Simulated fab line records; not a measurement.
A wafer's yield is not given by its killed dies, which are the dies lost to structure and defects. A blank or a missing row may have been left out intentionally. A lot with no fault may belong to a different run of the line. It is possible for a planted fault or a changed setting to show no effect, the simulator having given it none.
Which of the tools did it? ; flow sky130 ; 36 wafers from 12 lots sampled at 4 of the route's 708 steps

== WHAT THE GAUGES READ, wafer by wafer ==
SKY_CAP2M_THK_MEAS_04: measures by xrf. Usual: for CAP2M_TIN_THK the level is 203.5 nm and the standard deviation is 2.3.
lot;measured;on;CAP2M_TIN_THK (nm);flag
L352;day 39 20:40;film_metro-03;199.4 200.4 199.4;
L353;day 40 15:07;film_metro-01;206.0 204.9 206.2;
L354;day 40 17:41;film_metro-01;209.0 206.9 207.1;
L358;day 41 23:23;film_metro-03;202.1 203.2 202.2;
L360;day 42 09:26;film_metro-02;204.7 204.5 206.7;
L362;day 43 00:31;film_metro-02;203.0 205.2 203.8;
L361;day 43 02:45;film_metro-02;202.7 202.5 199.8;
L363;day 43 04:00;film_metro-03;206.3 206.7 206.2;
L365;day 43 12:44;film_metro-01;204.0 203.6 206.9;
L368;day 44 10:47;film_metro-03;203.0 203.6 204.1;
L373;day 45 15:20;film_metro-02;203.7 202.2 203.3;
L374;day 45 20:55;film_metro-02;202.6 203.0 202.7;

SKY_CAP2M_OVL_MEAS_12. Usual: for CAP2M_OVL the level is 0.6 nm and the standard deviation is 1.7.
lot;measured;on;CAP2M_OVL (nm);flag
L352;day 40 20:47;overlay-02;0.2 1.7 0.9;
L353;day 41 15:22;overlay-02;2.6 1.5 0.5;
L354;day 41 17:31;overlay-01;0.5 1.7 1.0;
L358;day 42 22:26;overlay-01;-2.8 -1.0 -2.2;
L360;day 43 07:59;overlay-01;2.7 1.7 1.4;
L362;day 43 23:06;overlay-02;2.1 -0.6 0.6;
L361;day 44 00:32;overlay-01;-0.9 -2.3 -1.2;
L363;day 44 02:44;overlay-01;-1.5 -1.0 1.2;
L365;day 44 10:03;overlay-01;-1.1 -2.2 0.1;
L368;day 45 08:12;overlay-02;1.6 2.8 1.2;
L373;day 46 12:01;overlay-01;0.0 -0.2 0.7;
L374;day 46 17:20;overlay-01;-0.9 0.5 1.2;

== WHICH TOOL RAN EACH LOT (tool, then ch and the chambers of the sampled wafers, then the start) ==
lot;SKY_VIA1_CVD_21;SKY_VIA3_ETCH_14
L352;cvd_w-01 ch 0,1, day 34 04:12;rie_diel-02 ch 0,1,3, day 39 18:45
L353;cvd_w-02 ch 0,1, day 34 22:54;rie_diel-03 ch 2,3, day 40 13:15
L354;cvd_w-02 ch 0,1, day 35 02:16;rie_diel-03 ch 0,1,3, day 40 15:51
L358;cvd_w-01 ch 0,1, day 36 12:23;rie_diel-02 ch 0,1,2, day 41 21:34
L360;cvd_w-02 ch 0, day 36 21:26;rie_diel-04 ch 0,2,3, day 42 07:36
L362;cvd_w-02 ch 0,1, day 37 13:48;rie_diel-02 ch 0,2,3, day 42 22:31
L361;cvd_w-02 ch 0,1, day 37 16:56;rie_diel-04 ch 0,2,3, day 43 00:55
L363;cvd_w-02 ch 1, day 37 18:00;rie_diel-02 ch 0,1,2, day 43 02:03
L365;cvd_w-01 ch 0,1, day 38 05:38;rie_diel-02 ch 1,2, day 43 10:46
L368;cvd_w-01 ch 0,1, day 39 06:29;rie_diel-02 ch 1,2, day 44 08:58
L373;cvd_w-01 ch 0,1, day 40 12:55;rie_diel-03 ch 1,3, day 45 13:27
L374;cvd_w-01 ch 0,1, day 40 19:22;rie_diel-03 ch 0,2, day 45 19:06
- SKY_VIA1_CVD_21: deposits W, target thk 270 nm, time 80.902 s.
- SKY_VIA3_ETCH_14: etches BARC in N2/H2, stops on SiO2, time 45.9 s, target depth 60 nm.

== AS READ BY THE TOOLS THEMSELVES (means over the sampled wafers that have a number; for cases with no such wafer, the mark the record gives instead) ==
SKY_VIA1_CVD_21. Usual: heater_power_w at 850 W, with a standard deviation of 76.
lot;tool;heater_power_w (W);flag
L352;cvd_w-01;794;
L353;cvd_w-02;915;
L354;cvd_w-02;896;
L358;cvd_w-01;788;
L360;cvd_w-02;896;
L362;cvd_w-02;917;
L361;cvd_w-02;902;
L363;cvd_w-02;917;
L365;cvd_w-01;794;
L368;cvd_w-01;745;
L373;cvd_w-01;795;
L374;cvd_w-01;803;

SKY_VIA3_ETCH_14. Usual: bias_w 100.01 W, standard deviation 0.28; drypump_motor_current_A 5.6 A, standard deviation 0.55; oes_product_au 0.854 a.u., standard deviation 0.0043; rf_fwd_power_W 494.9 W, standard deviation 1.9; throttle_valve_pct 13.224 %, standard deviation 0.0098.
lot;tool;bias_w (W);drypump_motor_current_A (A);oes_product_au (a.u.);rf_fwd_power_W (W);throttle_valve_pct (%);flag
L352;rie_diel-02;100.26;5.7;0.855;494.2;13.229;
L353;rie_diel-03;100.08;5.9;0.859;494.1;13.236;
L354;rie_diel-03;99.93;5.5;0.859;494.9;13.226;
L358;rie_diel-02;99.91;5.5;0.857;493.4;13.230;
L360;rie_diel-04;100.03;6.0;0.852;495.2;13.216;
L362;rie_diel-02;99.94;5.5;0.855;492.6;13.216;
L361;rie_diel-04;99.78;6.0;0.856;497.5;13.223;
L363;rie_diel-02;100.09;5.5;0.853;494.3;13.232;
L365;rie_diel-02;101.40;5.2;0.850;493.0;13.229;OFF
L368;rie_diel-02;102.48;5.3;0.854;495.3;13.228;OFF
L373;rie_diel-03;100.06;5.7;0.854;496.5;13.228;
L374;rie_diel-03;100.09;4.8;0.848;495.1;13.231;

== THE ANSWER, worked out from the rows above alone ==
Rule: lot off if the mean of its wafers having a number is beyond 3 standard deviations from the usual mean. A lot without any number at a reading at which 4 lots or more have one is off too. Any other lot the step has rows for is counted as sound. First the gauges in route order, then the tools' own readings, where a lot's mean is used as printed above. The first step at which some lot is off is used, and at that step the reading that is off furthest; a lot without a number counts as furthest.
Off, at SKY_VIA3_ETCH_14 on bias_w: L365, L368.
A tool fits if, at that step or a process step before it, it ran every lot that is off, and no sound lot after the first of them. One fits: rie_diel-02 at SKY_VIA3_ETCH_14. A fault onset in the window from L363 (day 43 02:03, its last sound lot) to L365 (day 43 10:46, its first lot off) fits.
On the lots that are off, the tool's own readings at SKY_VIA3_ETCH_14 differ by more than 5 times the standard deviation of the sound lots' means, which bears it out; bias_w reads 101.94 W there versus 100.02 W on the sound lots.

== WHAT WAS PUT IN BY THE SIMULATOR ==
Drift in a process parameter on rie_diel-02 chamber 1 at SKY_VIA3_ETCH_14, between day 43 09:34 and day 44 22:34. The setting bias_w was moved by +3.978, starting from 100. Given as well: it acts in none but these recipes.
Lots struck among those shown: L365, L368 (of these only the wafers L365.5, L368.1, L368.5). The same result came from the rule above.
